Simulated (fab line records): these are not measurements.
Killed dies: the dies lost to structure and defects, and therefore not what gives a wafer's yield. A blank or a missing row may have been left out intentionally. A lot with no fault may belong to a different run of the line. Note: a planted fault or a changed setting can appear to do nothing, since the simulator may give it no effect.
What tool caused it? | flow gf180mcu | Sampling: 13 lots, 39 wafers, 4 of 602 route steps

WHAT THE GAUGES READ, wafer by wafer
The record lacks any reading of a measuring or inspecting step that a usual standard deviation could be used to judge.

WHAT TOOL EACH LOT RAN ON (gives the tool, then ch and the chambers of the sampled wafers, and finally the start)
lot  | GF_V3_CMP_04                  | GF_V3_SPUTTER_21            | GF_V3_SPUTTER_22            | GF_M4_SPUTTER_04
L810 | cmp-01 ch 0,1,3, day 21 20:13 | pvdSputter-01, day 22 20:45 | pvdSputter-01, day 22 20:49 | pvdSputter-01, day 22 22:06
L811 | cmp-01 ch 1,3, day 22 05:16   | pvdSputter-01, day 23 05:37 | pvdSputter-01, day 23 05:40 | pvdSputter-04, day 23 06:29
L813 | cmp-01 ch 0,2,3, day 22 21:07 | pvdSputter-03, day 23 20:38 | pvdSputter-03, day 23 20:42 | pvdSputter-01, day 23 21:31
L812 | cmp-01 ch 1,2, day 22 22:20   | pvdSputter-02, day 23 22:14 | pvdSputter-02, day 23 22:18 | pvdSputter-01, day 23 23:07
L818 | cmp-01 ch 1,2, day 24 16:49   | pvdSputter-03, day 25 15:43 | pvdSputter-03, day 25 15:47 | pvdSputter-04, day 25 16:36
L822 | cmp-02 ch 0,1,2, day 26 08:56 | pvdSputter-01, day 27 06:40 | pvdSputter-01, day 27 06:44 | pvdSputter-04, day 27 07:32
L824 | cmp-02 ch 0,1,2, day 26 15:59 | pvdSputter-03, day 27 13:12 | pvdSputter-03, day 27 13:16 | pvdSputter-02, day 27 14:04
L826 | cmp-02 ch 1,2,3, day 27 03:53 | pvdSputter-03, day 28 01:16 | pvdSputter-03, day 28 01:20 | pvdSputter-01, day 28 02:08
L827 | cmp-01 ch 0,1,3, day 27 10:56 | pvdSputter-02, day 28 08:07 | pvdSputter-02, day 28 08:10 | pvdSputter-02, day 28 08:59
L828 | cmp-02 ch 1,2, day 27 16:39   | pvdSputter-03, day 28 13:28 | pvdSputter-03, day 28 13:32 | pvdSputter-04, day 28 14:20
L830 | cmp-02 ch 1,2,3, day 28 10:35 | pvdSputter-01, day 29 06:48 | pvdSputter-01, day 29 06:52 | pvdSputter-04, day 29 07:47
L831 | cmp-01 ch 2,3, day 28 17:11   | pvdSputter-03, day 29 13:23 | pvdSputter-03, day 29 13:26 | pvdSputter-02, day 29 14:16
L832 | cmp-02 ch 0,2,3, day 29 00:53 | pvdSputter-03, day 29 20:57 | pvdSputter-03, day 29 21:01 | pvdSputter-01, day 29 21:49
- GF_V3_CMP_04: polishes SiO2.
- GF_V3_SPUTTER_21: material Ti, target thk 15 nm, time 80.02 s.
- GF_V3_SPUTTER_22: material TiN, target thk 10 nm, time 40 s.
- GF_M4_SPUTTER_04: material TiN, target thk 50 nm, time 41.7 s.

AS READ BY THE TOOLS THEMSELVES (means over the sampled wafers that have a number; for cases with no such wafer, the mark the record gives instead)
GF_V3_CMP_04. Usual: motorCurrentA 12.2 A, standard deviation 1.2; timeToEndpointS 81 s, standard deviation 6.3.
lot  | tool   | motorCurrentA (A) | timeToEndpointS (s) | flag
L810 | cmp-01 | 13.0              | 86                  | 
L811 | cmp-01 | 12.7              | 81                  | 
L813 | cmp-01 | 12.5              | 89                  | 
L812 | cmp-01 | 13.0              | 88                  | 
L818 | cmp-01 | 11.8              | 88                  | 
L822 | cmp-02 | 11.5              | 88                  | 
L824 | cmp-02 | 12.0              | 86                  | 
L826 | cmp-02 | 12.1              | 78                  | 
L827 | cmp-01 | 12.6              | 74                  | 
L828 | cmp-02 | 11.1              | 80                  | 
L830 | cmp-02 | 12.1              | 74                  | 
L831 | cmp-01 | 11.6              | 75                  | 
L832 | cmp-02 | 12.5              | 70                  | 

GF_V3_SPUTTER_21. Usual: cathodeDcPowerW 2500.0 W, standard deviation 0.45; throttleValvePct 30.6 %, standard deviation 0.91.
lot  | tool          | cathodeDcPowerW (W) | throttleValvePct (%) | flag
L810 | pvdSputter-01 | 2499.5              | 30.7                 | 
L811 | pvdSputter-01 | 2500.1              | 30.9                 | 
L813 | pvdSputter-03 | 2500.3              | 29.6                 | 
L812 | pvdSputter-02 | 2500.1              | 30.7                 | 
L818 | pvdSputter-03 | 2500.1              | 28.9                 | 
L822 | pvdSputter-01 | 2499.4              | 30.8                 | 
L824 | pvdSputter-03 | 2500.0              | 29.7                 | 
L826 | pvdSputter-03 | 2500.7              | 30.5                 | 
L827 | pvdSputter-02 | 2500.1              | 31.3                 | 
L828 | pvdSputter-03 | 2500.3              | 30.1                 | 
L830 | pvdSputter-01 | 2500.0              | 31.0                 | 
L831 | pvdSputter-03 | 2500.4              | 30.7                 | 
L832 | pvdSputter-03 | 2499.6              | 30.9                 | 

GF_V3_SPUTTER_22. Usual: cathodeDcPowerW 4000.0 W, standard deviation 0.76; throttleValvePct 30.6 %, standard deviation 0.93.
lot  | tool          | cathodeDcPowerW (W) | throttleValvePct (%) | flag
L810 | pvdSputter-01 | 3999.7              | 31.0                 | 
L811 | pvdSputter-01 | 3999.9              | 31.0                 | 
L813 | pvdSputter-03 | 4000.2              | 29.5                 | 
L812 | pvdSputter-02 | 3999.4              | 30.9                 | 
L818 | pvdSputter-03 | 3999.9              | 29.0                 | 
L822 | pvdSputter-01 | 4000.1              | 30.8                 | 
L824 | pvdSputter-03 | 3999.2              | 29.8                 | 
L826 | pvdSputter-03 | 3999.8              | 30.4                 | 
L827 | pvdSputter-02 | 3999.3              | 31.3                 | 
L828 | pvdSputter-03 | 3999.4              | 30.2                 | 
L830 | pvdSputter-01 | 3999.5              | 30.9                 | 
L831 | pvdSputter-03 | 4000.2              | 30.8                 | 
L832 | pvdSputter-03 | 4000.3              | 30.9                 | 

GF_M4_SPUTTER_04. Usual: cathodeDcPowerW 6500.2 W, standard deviation 1.2; throttleValvePct 30.8 %, standard deviation 0.84.
lot  | tool          | cathodeDcPowerW (W) | throttleValvePct (%) | flag
L810 | pvdSputter-01 | 6500.4              | 30.4                 | 
L811 | pvdSputter-04 | 6500.0              | 31.1                 | 
L813 | pvdSputter-01 | 6500.1              | 30.6                 | 
L812 | pvdSputter-01 | 6374.1              | 30.9                 | OFF
L818 | pvdSputter-04 | 6500.3              | 31.0                 | 
L822 | pvdSputter-04 | 6500.9              | 30.2                 | 
L824 | pvdSputter-02 | 6500.9              | 31.3                 | 
L826 | pvdSputter-01 | 6499.7              | 30.5                 | 
L827 | pvdSputter-02 | 6501.1              | 31.6                 | 
L828 | pvdSputter-04 | 6499.4              | 30.6                 | 
L830 | pvdSputter-04 | 6501.2              | 30.2                 | 
L831 | pvdSputter-02 | 6500.3              | 31.4                 | 
L832 | pvdSputter-01 | 6499.7              | 30.8                 | 

THE ANSWER, worked out from the rows above alone
Rule: a lot is off if the mean of its wafers that have a number lies more than 3 standard deviations from the usual mean. Also off: a lot with no number at a reading for which 4 or more lots have one. Where the step has rows for the other lots, those lots are counted as sound. The gauges are gone through in route order, then the tools' own readings, and for those a lot's mean is taken as printed above. The first step at which some lot is off is used, and at that step the reading that is off furthest; a lot without a number counts as furthest.
Off: L812, at GF_M4_SPUTTER_04 (cathodeDcPowerW).
A tool fits if, at that step or a process step before it, it ran every lot that is off, and no sound lot after the first of them. None of those tried fits.

WHAT WAS PUT IN BY THE SIMULATOR
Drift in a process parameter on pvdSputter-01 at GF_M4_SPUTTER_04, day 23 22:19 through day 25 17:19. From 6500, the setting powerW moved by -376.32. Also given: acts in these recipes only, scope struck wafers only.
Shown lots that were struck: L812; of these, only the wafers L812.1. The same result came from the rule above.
